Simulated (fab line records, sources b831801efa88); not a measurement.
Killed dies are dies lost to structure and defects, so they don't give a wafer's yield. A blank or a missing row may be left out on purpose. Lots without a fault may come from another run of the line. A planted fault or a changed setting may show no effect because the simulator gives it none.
fab line records | flow sky130
record lots=6 wafers=18 last_day=50
route steps=708 shown VIA2@524 METAL3@532 CAPM@537 PAD_OPEN@708
lots that met no fault: from a run of the same line without faults
start_h: hours from the record's first day to the start of the lot's first wafer shown | wait_h: hours since the lot's step before | " the same as in the row above | L1.1+2: a row that stands for several wafers | - no value, or no start given | * or withheld: withheld | < > ~ a bound
route shown NAME@n: a module of which the file shows steps, and the number in the route of the first | usual: mean/standard deviation of fault-free wafers | same: alike in all rows | chamber/n: place in a boat | sites: the reading at each site | _std_site: their standard deviation | _edge_site: outer sites' mean less inner sites' | radius_mm: how far each site lies from the wafer's centre | mask NAME#n: copy n | behind: the tool/chamber that last shaped the wafer | hold: why the lot was held/for how many hours/how that ended | device: the transistor (n, p or np) that didn't switch | end of line: the same wafers' tests at the end of the route | a step without rows: its recipe alone | killed: dies lost to structure and defects at the first sort, not the wafer's yield | map: a wafer's dies, x killed, . not, _ none there
set.NAME: the setting as run; set.NAME@STEP: as run at that earlier step | model.NAME: the simulator's own value behind a step, which no gauge read
lots at some steps of the route; a table a step, a row a wafer
services: from which hour (start_h, from the record's first day; less than 0 if before it) a tool's chamber was out of use, for how many hours, and why
## steps
# step SKY_VIA2_STRIP_17
# recipe chemistry=post_etch_residue_remover time_s=1200 temp_c=72.5
# step SKY_VIA2_CLEAN_18
# recipe chemistry=IPA time_s=180 temp_c=25
# step SKY_VIA2_CLEAN_19
# recipe chemistry=O3/DIW dry=n2_spin
# step SKY_VIA2_SPUTTER_20
# recipe material=TiN target_thk_nm=20 chamber_pressure_pa=5 power_w=4000 time_s=80
# usual throttle_valve_pct=30.2/1.2
# columns lot.wafer tool chamber start_h wait_h throttle_valve_pct
L394.1 pvd_sputter-02 - 895.51 0.0 29.7
L394.4 " - " " 32.0
L394.6 " - " " 31.9
L400.1 pvd_sputter-03 - 925.84 0.0 31.1
L400.2 " - " " 31.3
L400.3 " - " " 28.2
L401.1 pvd_sputter-03 - 939.22 0.0 30.1
L401.3 " - " " 31.0
L401.6 " - " " 31.0
L410.1 pvd_sputter-03 - 988.97 0.0 29.7
L410.2 " - " " 30.9
L410.6 " - " " 30.9
L411.2 pvd_sputter-02 - 994.89 0.0 32.2
L411.5 " - " " 29.6
L411.6 " - " " 32.1
L412.4 pvd_sputter-03 - 1005.95 0.0 28.5
L412.5 " - " " 31.0
L412.6 " - " " 30.0
# step SKY_VIA2_CVD_21
# recipe material=W target_thk_nm=420 time_s=126.4 temp_c=400 pressure_torr=40
# step SKY_VIA2_RS_MEAS_22
# recipe thk_meas_gauge=four-point-probe reads=W_of_VIA2_CVD_21+TiN_of_VIA2_SPUTTER_20
# usual VIA2_W_RS=0.272/0.0032
# columns lot.wafer tool chamber start_h wait_h VIA2_W_RS[ohm/sq]
L394.1 film_metro-03 - 895.70 0.1 0.272
L394.4 " - " " 0.271
L394.6 " - " " 0.276
L400.1 film_metro-03 - 926.03 0.1 0.279
L400.2 " - " " 0.272
L400.3 " - " " 0.280
L401.1 film_metro-04 - 939.41 0.1 0.268
L401.3 " - " " 0.269
L401.6 " - " " 0.270
L410.1 film_metro-03 - 989.16 0.1 0.268
L410.2 " - " " 0.276
L410.6 " - " " 0.271
L411.2 film_metro-03 - 995.11 0.1 0.277
L411.5 " - " " 0.274
L411.6 " - " " 0.278
L412.4 film_metro-03 - 1006.20 0.1 0.271
L412.5 " - " " 0.266
L412.6 " - " " 0.268
# step SKY_VIA2_THK_MEAS_23
# recipe thk_meas_gauge=xrf reads=W_of_VIA2_CVD_21
# usual VIA2_W_THK=439/7.1
# columns lot.wafer tool chamber start_h wait_h VIA2_W_THK[nm]
L394.1 film_metro-03 - 895.82 0.1 443
L394.4 " - " " 442
L394.6 " - " " 436
L400.1 film_metro-03 - 926.15 0.1 428
L400.2 " - " " 438
L400.3 " - " " 423
L401.1 film_metro-04 - 939.53 0.1 445
L401.3 " - " " 445
L401.6 " - " " 438
L410.1 film_metro-03 - 989.28 0.1 455
L410.2 " - " " 439
L410.6 " - " " 448
L411.2 film_metro-03 - 995.22 0.1 439
L411.5 " - " " 437
L411.6 " - " " 433
L412.4 film_metro-03 - 1006.29 0.1 451
L412.5 " - " " 456
L412.6 " - " " 451
# step SKY_VIA2_CMP_24
# recipe stop_on=SiO2 t_overpolish_s=20 down_force_psi=3.5 platen_rpm=60 target_thk_nm=0 pad_velocity_m_s=0.94248
# usual motor_current_A=11.1/1.4 overpolish_run_s=19.999/0.0096 time_to_endpoint_s=100/4.6
# columns lot.wafer tool chamber start_h wait_h motor_current_A overpolish_run_s time_to_endpoint_s
L394.4 cmp-02 3 895.98 0.1 10.3 19.977 101
L394.1 " 0 " " 10.0 20.002 102
L394.6 " 2 " " 11.3 20.000 102
L400.2 cmp-02 3 926.21 0.0 10.3 19.986 101
L400.3 " 0 " " 10.0 19.995 99
L400.1 " 2 " " 12.0 20.000 101
L401.1 cmp-01 1 939.59 0.1 11.1 20.006 96
L401.3 " 0 " " 11.7 20.010 93
L401.6 " 2 " " 8.9 20.008 93
L410.1 cmp-02 3 989.34 0.1 9.5 20.013 104
L410.2 " 2 " " 11.9 19.984 100
L410.6 " 0 " " 9.7 20.006 97
L411.2 cmp-02 0 995.42 0.2 9.9 19.998 96
L411.5 " 1 " " 13.4 19.988 98
L411.6 " 2 " " 11.5 20.003 102
L412.4 cmp-01 1 1006.37 0.1 10.9 20.005 100
L412.6 " 0 " " 11.5 19.986 95
L412.5 " 1 " " 11.0 20.003 98
# step SKY_METAL3_SPUTTER_00
# recipe material=Ti target_thk_nm=15 power_w=3000 time_s=10 chamber_pressure_pa=0.4
# usual throttle_valve_pct=30.3/1.1
# columns lot.wafer tool chamber start_h wait_h throttle_valve_pct
L394.1 pvd_sputter-02 - 896.18 0.1 28.4
L394.4 " - " " 32.2
L394.6 " - " " 28.5
L400.1 pvd_sputter-01 - 926.51 0.1 30.2
L400.2 " - " " 29.0
L400.3 " - " " 29.4
L401.1 pvd_sputter-01 - 939.89 0.2 30.3
L401.3 " - " " 29.7
L401.6 " - " " 29.9
L410.1 pvd_sputter-02 - 989.64 0.2 29.7
L410.2 " - " " 29.1
L410.6 " - " " 31.9
L411.2 pvd_sputter-02 - 995.57 0.1 28.5
L411.5 " - " " 32.2
L411.6 " - " " 28.8
L412.4 pvd_sputter-04 - 1006.62 0.2 30.5
L412.5 " - " " 30.3
L412.6 " - " " 30.3
# step SKY_METAL3_SPUTTER_01
# recipe material=TiN target_thk_nm=20 power_w=6500 time_s=16.7 chamber_pressure_pa=0.4
# step SKY_METAL3_SPUTTER_02
# recipe material=AlCu target_thk_nm=735 power_w=10600 time_s=39.1 chamber_pressure_pa=0.4
# usual throttle_valve_pct=30.3/1.1
# columns lot.wafer tool chamber start_h wait_h throttle_valve_pct
L394.1 pvd_sputter-02 - 896.23 0.0 28.5
L394.4 " - " " 31.9
L394.6 " - " " 28.5
L400.1 pvd_sputter-01 - 926.56 0.0 30.1
L400.2 " - " " 29.1
L400.3 " - " " 29.7
L401.1 pvd_sputter-01 - 939.94 0.0 30.0
L401.3 " - " " 29.8
L401.6 " - " " 30.0
L410.1 pvd_sputter-02 - 989.69 0.0 29.6
L410.2 " - " " 29.1
L410.6 " - " " 32.2
L411.2 pvd_sputter-02 - 995.61 0.0 28.5
L411.5 " - " " 32.0
L411.6 " - " " 28.5
L412.4 pvd_sputter-04 - 1006.67 0.0 30.4
L412.5 " - " " 30.4
L412.6 " - " " 30.3
# step SKY_METAL3_SPUTTER_03
# recipe material=Ti target_thk_nm=5 power_w=3000 time_s=3.3 chamber_pressure_pa=0.4
# usual throttle_valve_pct=30.3/1.2
# columns lot.wafer tool chamber start_h wait_h throttle_valve_pct
L394.1 pvd_sputter-02 - 896.27 0.0 28.8
L394.4 " - " " 31.9
L394.6 " - " " 28.5
L400.1 pvd_sputter-01 - 926.60 0.0 30.4
L400.2 " - " " 29.2
L400.3 " - " " 29.6
L401.1 pvd_sputter-01 - 939.98 0.0 30.2
L401.3 " - " " 29.8
L401.6 " - " " 29.8
L410.1 pvd_sputter-02 - 989.73 0.0 29.3
L410.2 " - " " 29.2
L410.6 " - " " 32.3
L411.2 pvd_sputter-02 - 995.65 0.0 28.4
L411.5 " - " " 32.3
L411.6 " - " " 28.5
L412.4 pvd_sputter-04 - 1006.71 0.0 30.5
L412.5 " - " " 30.4
L412.6 " - " " 30.6
# step SKY_METAL3_SPUTTER_04
# recipe material=TiN target_thk_nm=70 power_w=6500 time_s=58.3 chamber_pressure_pa=0.4
# usual throttle_valve_pct=30.3/1.1
# columns lot.wafer tool chamber start_h wait_h throttle_valve_pct model.TiN_of_METAL3_SPUTTER_04.thk_nm
L394.1 pvd_sputter-02 - 896.29 0.0 28.5 69.9
L394.4 " - " " 32.0 69.62
L394.6 " - " " 28.5 70.47
L400.1 pvd_sputter-01 - 926.62 0.0 30.2 70.64
L400.2 " - " " 29.1 68.24
L400.3 " - " " 30.0 69.53
L401.1 pvd_sputter-01 - 940.00 0.0 30.3 69.95
L401.3 " - " " 29.6 69.48
L401.6 " - " " 30.1 69.24
L410.1 pvd_sputter-02 - 989.75 0.0 29.6 70.07
L410.2 " - " " 29.0 70.98
L410.6 " - " " 32.1 89.01
L411.2 pvd_sputter-02 - 995.67 0.0 28.5 70.78
L411.5 " - " " 32.2 89.66
L411.6 " - " " 28.3 70.66
L412.4 pvd_sputter-04 - 1006.72 0.0 30.5 71.1
L412.5 " - " " 30.3 70.36
L412.6 " - " " 30.2 71
# step SKY_CAPM_CVD_00
# recipe material=SiO2 target_thk_nm=15.5 temp_c=400 time_s=withheld rf_w=450
# step SKY_PAD_OPEN_PROBE_99
# usual defect_limited_yield=82.5/2 killed_at_M0_to_M3=43/7.6 killed_at_M4_up=2.8/1.9 killed_at_contacts=24/4.7 killed_at_front_end=16/4.4 killed_at_other=0.2/0.4 killed_dies=86/9.9 killed_open=47/8.2 killed_short=39/6.3 sort_bin_3_pad_short=0.8/0.42 sort_bin_5_function=10.4/1.5 sort_bin_6_memory=6.2/1.2 sort_n_pass=406/9.9 sort_yield_pct=82.5/2
# same gross_dies=492 killed_at_back_side=0 sort_bin_4_leakage[%]=0 sort_bin_8_speed[%]=0
# columns lot.wafer tool chamber start_h wait_h defect_limited_yield[%] killed_at_M0_to_M3 killed_at_M4_up killed_at_contacts killed_at_front_end killed_at_other killed_dies killed_open killed_short sort_bin_3_pad_short[%] sort_bin_5_function[%] sort_bin_6_memory[%] sort_n_pass sort_yield_pct[%]
L394.1 prober-02 - 1116.21 0.1 80.9 41 1 29 23 0 94 58 36 0.8 13.2 5.1 398 80.9
L394.4 prober-02 - 1116.36 0.2 80.3 54 0 26 17 0 97 52 45 1.2 12.6 5.9 395 80.3
L394.6 prober-02 - 1116.46 0.2 82.1 53 3 23 9 0 88 39 49 2.0 9.6 6.3 404 82.1
L401.1 prober-01 - 1148.73 0.1 86.0 30 6 19 14 0 69 37 32 0.6 10.0 3.5 423 86.0
L401.3 prober-01 - 1148.83 0.2 84.3 40 5 18 14 0 77 37 40 0.8 11.2 3.7 415 84.3
L401.6 prober-01 - 1148.98 0.2 83.5 32 1 27 21 0 81 36 45 0.2 9.6 6.7 411 83.5
L410.1 prober-02 - 1182.99 0.1 80.7 46 3 28 18 0 95 46 49 1.8 10.0 7.5 397 80.7
L410.2 prober-02 - 1183.04 0.1 81.1 50 2 25 16 0 93 58 35 0.6 10.4 7.9 399 81.1
L410.6 prober-02 - 1183.24 0.2 82.7 51 0 23 11 0 85 44 41 1.0 11.0 5.3 407 82.7
L411.2 prober-01 - 1189.39 0.1 83.3 44 1 29 8 0 82 45 37 0.6 10.4 5.7 410 83.3
L411.5 prober-01 - 1189.54 0.2 82.7 34 2 34 15 0 85 54 31 0.8 10.4 6.1 407 82.7
L411.6 prober-01 - 1189.59 0.2 78.9 62 4 24 14 0 104 49 55 0.8 12.8 7.5 388 78.9
# killed by level:class
L394.1 LI_CONTACT:geometric_particle:open=11 VIA1:geometric_particle:open=11 FIELD_ISO:geometric_particle:open=8 CONTACT:geometric_particle:open=8 VIA2:geometric_particle:open=7 METAL2:geometric_particle:short=5 VIA3:geometric_particle:open=5 FIELD_ISO:geometric_particle:short=4
L394.4 VIA1:geometric_particle:open=13 CONTACT:geometric_particle:open=13 VIA3:geometric_particle:open=10 METAL1:geometric_particle:short=9 VIA1:geometric_particle:short=7 LI_CONTACT:geometric_particle:open=6 FIELD_ISO:geometric_particle:short=5 METAL2:geometric_particle:short=5
L394.6 VIA1:geometric_particle:open=17 METAL2:geometric_particle:short=9 LI_CONTACT:geometric_particle:short=7 METAL1:geometric_particle:short=7 VIA1:geometric_particle:short=6 CONTACT:geometric_particle:open=5 VIA3:geometric_particle:short=5 LI_CONTACT:geometric_particle:open=5
L401.1 LI_CONTACT:geometric_particle:open=8 VIA1:geometric_particle:open=7 CONTACT:geometric_particle:short=5 FIELD_ISO:geometric_particle:open=4 METAL4:geometric_particle:short=4 VIA3:geometric_particle:open=4 VIA2:geometric_particle:open=4 VIA1:geometric_particle:short=4
L401.3 FIELD_ISO:geometric_particle:short=6 CONTACT:geometric_particle:open=6 VIA2:geometric_particle:short=6 VIA1:geometric_particle:open=6 VIA3:geometric_particle:open=6 VIA1:geometric_particle:short=5 FIELD_ISO:geometric_particle:open=4 LI_CONTACT:geometric_particle:open=4
L401.6 FIELD_ISO:geometric_particle:short=11 CONTACT:geometric_particle:open=10 METAL2:geometric_particle:short=7 LI_CONTACT:geometric_particle:open=6 FIELD_ISO:geometric_particle:open=5 VIA1:geometric_particle:short=5 CONTACT:geometric_particle:short=5 VIA1:geometric_particle:open=5
L410.1 VIA1:geometric_particle:open=11 CONTACT:geometric_particle:open=10 VIA1:geometric_particle:short=10 LOCAL_INTERCONNECT:geometric_particle:short=8 FIELD_ISO:geometric_particle:open=6 METAL1:geometric_particle:short=5 METAL2:geometric_particle:short=5 POLY_GATE:geometric_particle:short=4
L410.2 VIA1:geometric_particle:open=18 LI_CONTACT:geometric_particle:open=10 CONTACT:geometric_particle:open=7 VIA1:geometric_particle:short=6 METAL1:geometric_particle:short=5 POLY_GATE:geometric_particle:open=5 LOCAL_INTERCONNECT:geometric_particle:short=5 VIA2:geometric_particle:open=5
L410.6 VIA1:geometric_particle:open=11 CONTACT:geometric_particle:open=9 METAL1:geometric_particle:short=9 METAL2:geometric_particle:short=6 VIA2:geometric_particle:short=5 LI_CONTACT:geometric_particle:open=5 VIA1:geometric_particle:short=5 VIA2:geometric_particle:open=5
L411.2 CONTACT:geometric_particle:open=14 VIA1:geometric_particle:open=11 METAL2:geometric_particle:short=11 CONTACT:geometric_particle:short=5 VIA3:geometric_particle:open=5 LI_CONTACT:geometric_particle:open=4 LOCAL_INTERCONNECT:geometric_particle:short=4 METAL1:geometric_particle:short=4
L411.5 CONTACT:geometric_particle:open=11 VIA1:geometric_particle:open=11 LI_CONTACT:geometric_particle:open=8 FIELD_ISO:geometric_particle:open=7 CONTACT:geometric_particle:short=7 VIA3:geometric_particle:open=6 LOCAL_INTERCONNECT:geometric_particle:short=5 VIA2:geometric_particle:open=4
L411.6 VIA3:geometric_particle:open=11 METAL2:geometric_particle:short=11 VIA1:geometric_particle:open=10 CONTACT:geometric_particle:open=8 CONTACT:geometric_particle:short=6 METAL1:geometric_particle:short=6 VIA3:geometric_particle:short=5 VIA1:geometric_particle:short=5
## services
# columns tool chamber start_h hours kind
cmp-02 - 887.40 0.2 repair
cmp-02 - 912.48 4.0 pm
cmp-02 - 916.48 - consumable_replace:conditioner
cmp-02 - 916.48 - consumable_replace:pad
cmp-01 - 924.23 5.0 repair
cmp-01 - 936.58 2.3 repair
cmp-01 - 942.03 5.7 pm
cmp-01 - 948.46 5.9 pm
cmp-02 - 981.41 1.8 repair
pvd_sputter-04 2 983.41 - consumable_replace:kit
pvd_sputter-04 2 983.41 18.0 scheduled_down
pvd_sputter-04 2 983.41 18.0 vent_cycle
pvd_sputter-01 - 988.23 4.8 repair
cmp-01 - 1003.67 1.5 repair
## key
first_sign none at tools or gauges
model_effect step=SKY_METAL3_SPUTTER_04 value=TiN_of_METAL3_SPUTTER_04.thk_nm without=69.97 struck=89.33
met_at SKY_METAL3_SPUTTER_04
struck_wafers L410.6,L411.5
onset_between 896.29 989.75
fault kind=process_parameter_drift tool=pvd_sputter-02 chamber=- onset_h=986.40 steps=SKY_METAL3_SPUTTER_04 channel=target_thk_nm offset=19.364 shape=step end_h=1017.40 acts_in=these_recipes_only stated=70 scope=struck_wafers_only
